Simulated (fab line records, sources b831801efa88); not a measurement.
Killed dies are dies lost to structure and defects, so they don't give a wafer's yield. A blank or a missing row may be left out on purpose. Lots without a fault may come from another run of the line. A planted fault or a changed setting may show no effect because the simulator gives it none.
Which tool did it? | flow sky130 | 10 lots, 30 wafers sampled, at 2 steps of a route of 708

WHAT THE GAUGES READ, wafer by wafer
SKY_SONOS_ONO_THK_MEAS_01.
lot  | measured     | on            | SONOS_ONO_OXIDATION_THK (nm)
L675 | day 12 07:09 | film_metro-02 | 2.57 2.52 2.58
L674 | day 12 10:01 | film_metro-03 | 2.64 2.56 2.67
L676 | day 12 12:32 | film_metro-01 | 2.55 2.58 2.57
L678 | day 12 23:47 | film_metro-03 | 2.52 2.52 2.60
L680 | day 13 12:28 | film_metro-03 | 2.52 2.55 2.53
L684 | day 15 01:07 | film_metro-01 | 2.67 2.59 2.66
L686 | day 15 12:14 | film_metro-01 | 2.61 2.59 2.63
L694 | day 18 11:44 | film_metro-02 | 2.87 2.79 2.82 2.82 2.84 2.87
L695 | day 19 05:35 | film_metro-02 | 2.87 2.96 2.83 2.92 2.83 2.86
L696 | day 19 05:34 | film_metro-03 | 2.79 2.81 2.84 2.78 2.80 2.86

WHICH TOOL RAN EACH LOT (tool, then ch and the chambers of the sampled wafers, then the start)
lot  | SKY_SONOS_ONO_OXIDATION_00
L675 | furnace-02 ch 0, day 12 05:47
L674 | furnace-02 ch 0, day 12 08:39
L676 | furnace-02 ch 0, day 12 11:10
L678 | furnace-01 ch 0, day 12 22:26
L680 | furnace-02 ch 0, day 13 11:07
L684 | furnace-02 ch 0, day 14 23:46
L686 | furnace-02 ch 0, day 15 10:53
L694 | furnace-02 ch 0, day 18 10:22
L695 | furnace-02 ch 0, day 19 04:13
L696 | furnace-02 ch 0, day 19 04:13
- SKY_SONOS_ONO_OXIDATION_00: stabilise 600 s, purge 300 s, target thk 2.6 nm.

WHAT THE TOOLS THEMSELVES READ (means of the sampled wafers that have a number; where no wafer has one, the mark that the record gives instead)
SKY_SONOS_ONO_OXIDATION_00.
lot  | tool       | spike_tc_centre_C (C) | spike_tc_lower_C (C) | spike_tc_upper_C (C) | tube_center_temp_C (C) | tube_center_temp_C_max | zone_power_top_pct (%)
L675 | furnace-02 | 801.6                 | 801.4                | 800.0                | 800                    | 802.1                  | 27.5
L674 | furnace-02 | 802.3                 | 799.8                | 800.7                | 800                    | 801.8                  | 27.4
L676 | furnace-02 | 803.1                 | 800.6                | 799.8                | 800                    | 801.8                  | 27.2
L678 | furnace-01 | 799.0                 | 801.2                | 800.1                | 800                    | 802.2                  | 28.5
L680 | furnace-02 | 803.0                 | 800.0                | 800.0                | 800                    | 801.9                  | 27.6
L684 | furnace-02 | 802.7                 | 801.4                | 800.2                | 800                    | 802.0                  | 27.5
L686 | furnace-02 | 802.3                 | 801.3                | 799.7                | 800                    | 801.9                  | 27.2
L694 | furnace-02 | 810.5                 | 808.6                | 807.4                | 808                    | 809.8                  | 27.9
L695 | furnace-02 | 810.0                 | 807.9                | 807.6                | 808                    | 809.6                  | 28.1
L696 | furnace-02 | 810.5                 | 809.0                | 806.6                | 808                    | 809.9                  | 28.0

THE ANSWER, worked out from the rows above alone
Rule: what is usual is taken from the lots themselves. Put in order of their means at a reading, lots are off if they are a third of the lots or fewer, leave a main group of 4 or more, and stand apart from it by a gap of 3 or more times the standard deviation of the main group's means; of several such gaps the widest counts. A main group whose means are all the same, to the digits that the tables above print for the reading, isn't used. A lot without any number at a reading at which 4 lots or more have one is off too. The other lots that the step has rows for count as sound. The gauges are gone through in route order, then the tools' own readings, and for those a lot's mean is taken as printed above. The first step at which some lot is off is used, and at that step the reading that is off furthest; a lot without a number counts as furthest.
Off: L694, L695, L696, at SKY_SONOS_ONO_THK_MEAS_01 (SONOS_ONO_OXIDATION_THK). The main group: mean 2.58 nm, standard deviation 0.038.
A tool fits if, at a process step before that reading, it ran every lot that is off, and no sound lot after the first of them. The gauges at SKY_SONOS_ONO_THK_MEAS_01 aren't tried: what is off there is off at SKY_SONOS_ONO_OXIDATION_00 too, on other tools, and a gauge's error can't cause that. One fits: furnace-02 at SKY_SONOS_ONO_OXIDATION_00. Its last sound lot is L686 (day 15 10:53), its first lot that is off L694 (day 18 10:22): a fault that began between those two fits.
The tool's own readings at SKY_SONOS_ONO_OXIDATION_00 bear it out: on the lots that are off they differ by more than 5 times the standard deviation of the sound lots' means. spike_tc_centre_C reads 810.3 C there against 802.0 C on the sound lots; spike_tc_lower_C reads 808.5 C there against 800.8 C on the sound lots; spike_tc_upper_C reads 807.2 C there against 800.1 C on the sound lots; tube_center_temp_C reads 808 C there against 800 C on the sound lots; tube_center_temp_C_max reads 809.8 there against 802.0 on the sound lots.

WHAT THE SIMULATOR HAD PUT IN
Process parameter drift: furnace-02, from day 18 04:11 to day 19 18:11, at SKY_SONOS_ONO_OXIDATION_00. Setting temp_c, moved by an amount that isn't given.
Lots struck among those shown: L694, L696, L695. The rule above found the same.
